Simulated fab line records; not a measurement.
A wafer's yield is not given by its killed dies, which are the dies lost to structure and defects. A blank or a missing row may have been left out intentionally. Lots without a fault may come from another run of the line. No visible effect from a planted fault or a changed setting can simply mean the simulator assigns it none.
Struck lot and sound lot, side by side    flow sky130    36 out of 708 route steps
Sound: wafers L447.3, L447.4, L447.6. Struck: wafer L459.4 (L459.2, L459.6, from the same lot, were not struck and are left out); the cause is given at the end.
For every step that has rows: the tool of each side, followed by ch and its chambers, followed by its first start. Under that, the readings that differ: sound wafers    struck wafers    difference of the means    sigmas: that difference in standard deviations of wafers without a fault.
alike: same words and numbers on both sides, and readings whose means sit less than 2 such deviations apart. not compared: any withheld reading, any reading some wafer has no value for, any bound like >300 that may hide the same value, and any number with overlapping values for which the record gives no deviation.
The two part at a step that has a row with sigmas, a row that says differs or no value, or rows on one side only. Non-overlapping numbers with no deviation appear without sigmas and do not part them. Lack of a reading on every wafer of one side parts them only where that side has two or more wafers.

first, 9 steps without rows for these wafers: SKY_CAP2M_SPUTTER_02 (material TiN, target thk 200 nm, time 166.7 s); SKY_CAP2M_DEHYDRATE_05 (time 60 s); SKY_CAP2M_HMDS_06 (prime time 60 s); SKY_CAP2M_COAT_07 (resist thk 1140 nm); SKY_CAP2M_SOFTBAKE_08 (time 60 s); SKY_CAP2M_EXPOSE_09 (exposes mask CAP2M, target cd 1000 nm); SKY_CAP2M_PEB_10; SKY_CAP2M_DEVELOP_11 (develop time 60 s); SKY_CAP2M_METAL_ETCH_13 (etches TiN in Cl2/BCl3, stops on SiO2, target depth 220 nm, time 62.9 s).
SKY_CAP2M_STRIP_14: strips in O2/N2.
  sound on plasma asher-03 ch 0,1, day 42 22:37; struck on plasma asher-02 ch 0, day 46 09:30
  alike: drypump motor current A, oes product au, strip time to endpoint s
  not compared: rf hours counter h
then, 25 steps without rows for these wafers: SKY_CAP2M_STRIP_15 (strips in post etch residue remover, time 1200 s); SKY_CAP2M_CLEAN_16 (cleans in IPA, time 180 s); SKY_CAP2M_CLEAN_17 (cleans in O3/DIW); SKY_METAL4_DEHYDRATE_05 (time 60 s); SKY_METAL4_HMDS_06 (prime time 60 s); SKY_METAL4_COAT_07 (resist thk 60 nm); SKY_METAL4_COAT_08 (resist thk 1140 nm); SKY_METAL4_SOFTBAKE_09 (time 90 s); SKY_METAL4_EXPOSE_10 (exposes mask MM4, target cd 300 nm); SKY_METAL4_PEB_11; SKY_METAL4_DEVELOP_12 (develop time 60 s); SKY_METAL4_DESCUM_15 (chemistry O2, time 8 s); SKY_METAL4_ETCH_16 (etches BARC in N2/H2, stops on SiO2, time 88.2 s, target depth 60 nm); SKY_METAL4_ETCH_17 (etches SiO2 in C4F8/O2/Ar, stops on TiN, time 3.9 s, target depth 15 nm); SKY_METAL4_METAL_ETCH_18 (etches the open film in Cl2/BCl3, stops on SiO2, target depth 845 nm, time 183.1 s); SKY_METAL4_STRIP_19 (strips in O2/N2); SKY_METAL4_STRIP_20 (strips in post etch residue remover, time 1200 s); SKY_METAL4_CLEAN_21 (cleans in IPA, time 180 s); SKY_METAL4_CLEAN_22 (cleans in O3/DIW); SKY_VIA4_HDPCVD_00 (deposits SiO2, target thk 1750 nm, time 291.7 s); SKY_VIA4_CMP_02 (polishes SiO2); SKY_VIA4_DEHYDRATE_04 (time 60 s); SKY_VIA4_HMDS_05 (prime time 60 s); SKY_VIA4_COAT_06 (resist thk 1140 nm); SKY_VIA4_SOFTBAKE_07 (time 60 s).
-- the record jumps here: 4 days lie between the struck wafers' starts before and after (it left off in module VIA4 and takes up again in module PAD_OPEN, whose first step shown is number 708 of the route) --
SKY_PAD_OPEN_PROBE_99:
  sound on prober-02 at day 47 15:56; struck on prober-02 at day 50 13:51
reading                                sound              struck  difference  sigmas
defect limited yield (%)               81.3 82.1 82.3     77.6    -4.3        -2
killed at other                        0 2 0              39      +38         +71
killed dies                            92 88 87           110     +21         +2
killed short                           55 36 47           31      -15         -2
sort_bin_3_pad_short (%)               1.2 0.8 1.2        2.6     +1.5        +4
sort n pass                            400 404 405        382     -21         -2
sort yield pct (%)                     81.3 82.1 82.3     77.6    -4.3        -2
model.etest.tester.sort n pass         400 404 405        382     -21         
model.etest.tester.sort yield pct (%)  81.3 82.11 82.32   77.64   -4.27       
model.etest.tester.sort_bin_5_pct (%)  9.959 11.38 11.18  13.01   +2.17       
model.etest.tester.sort_bin_3_pct (%)  1.22 0.813 1.22    2.642   +1.558      
  alike: killed_at_M0_to_M3, killed_at_M4_up, killed at contacts, killed at front end, killed open, sort_bin_5_function, sort_bin_6_memory

WHERE THEY PART
SKY_PAD_OPEN_PROBE_99 only, going by this record.

WHY: what had been put in by the simulator
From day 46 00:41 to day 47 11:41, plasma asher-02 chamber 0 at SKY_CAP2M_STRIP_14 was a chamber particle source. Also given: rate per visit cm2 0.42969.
